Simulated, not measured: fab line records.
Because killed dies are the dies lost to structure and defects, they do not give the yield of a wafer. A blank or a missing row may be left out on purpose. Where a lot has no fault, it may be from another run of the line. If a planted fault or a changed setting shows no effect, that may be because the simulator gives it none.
Problem report in the 8D (eight disciplines) form, filled by code || flow gf180mcu || the parts of the form that need people (team, actions taken, sign-off) are left out

## 1. WHAT IS WRONG
Mean of rf_fwd_power_W at GF_MIM_METAL_ETCH_19: 922 W across 6 wafers in 2 lots; on wafers with no fault it is 793 W (standard deviation 3.4). That puts it +38 standard deviations away from the usual mean.
The step: etches the open film in Cl2/BCl3, stops on Si3N4, target depth 324.5 nm, time 54.1 s.
Earliest sighting: wafer L304.1 on rie_metal-03 at day 29 20:47. The record has a number at this step for 33 wafers belonging to 11 lots. The rule behind "out" and "out of limits": a value lying over 4 standard deviations away from the usual mean. The other wafers with a number count as sound.

## 2. WHAT IT IS, AND WHAT IT ISN'T
{"question": "which readings at this step", "is": "rf_fwd_power_W", "is not": "bcl3_flow_sccm, bias_w, drypump_motor_current_A, oes_product_au, throttle_valve_pct"}
{"question": "which lots", "is": "L304, L306", "is not": "L290, L292, L293, L295, L307, L308, L309, L312, L313"}
{"question": "which wafers of those lots", "is": "all that have a number", "is not": "-"}
{"question": "read on which tools", "is": "rie_metal-03", "is not": "rie_metal-01, rie_metal-04"}
{"question": "when", "is": "from day 29 20:47", "is not": "up to then (12 sound wafers); but 15 sound wafers of L307, L308, L309, L312, L313 came after"}

## 3. SUSPECTS, AND WHAT RULES EACH OUT
Counting: any tool at a process step up to the reading is kept as a suspect provided that every lot that is out went through it and no sound lot did after the first of them.
- rie_metal-03 at GF_MIM_METAL_ETCH_19 (etches the open film in Cl2/BCl3, stops on Si3N4, target depth 324.5 nm, time 54.1 s): kept. Every lot that is out went through it, starting with L304 (day 29 20:47), and after that it ran no sound lot; the last sound lot it ran before then is L292 (day 26 04:26). Its own rf_fwd_power_W readings are out on those wafers.
The count leaves rie_metal-03 at GF_MIM_METAL_ETCH_19.

## 4. THE CAUSE (what the simulator had put in)
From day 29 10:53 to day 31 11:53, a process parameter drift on rie_metal-03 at GF_MIM_METAL_ETCH_19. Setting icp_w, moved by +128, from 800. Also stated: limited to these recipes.
This tool alone remained once counting was done.

## 5. SEQUENCE OF EFFECTS, ordered by route
Each row: a reading whose mean over the struck wafers that have a number lies more than 3 standard deviations from the usual. Readings are gone through only where the record gives a usual standard deviation; hours: the median, over the lots, of the time from a lot's start at the first step in this table giving one to that lot's start at this step; sigmas: the change measured in usual standard deviations.
{"hours": 0, "step": "GF_MIM_METAL_ETCH_19", "reading": "rf_fwd_power_W", "usual": "793 W", "on struck wafers": 922, "change": "+130", "sigmas": "+38"}
{"hours": 0, "step": "GF_MIM_STRIP_20", "reading": "strip_time_to_endpoint_s", "usual": "11.24 s", "on struck wafers": 11.02, "change": -0.22, "sigmas": -4.0}
Its process steps:
- GF_MIM_METAL_ETCH_19: etches the open film in Cl2/BCl3, stops on Si3N4, target depth 324.5 nm, time 54.1 s.
- GF_MIM_STRIP_20: strips in O2/N2.

## 6. WHAT WOULD HAVE CAUGHT IT SOONER
The fault began at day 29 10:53; the first out-of-limits reading in this record came at day 29 20:47, 10 hours later.
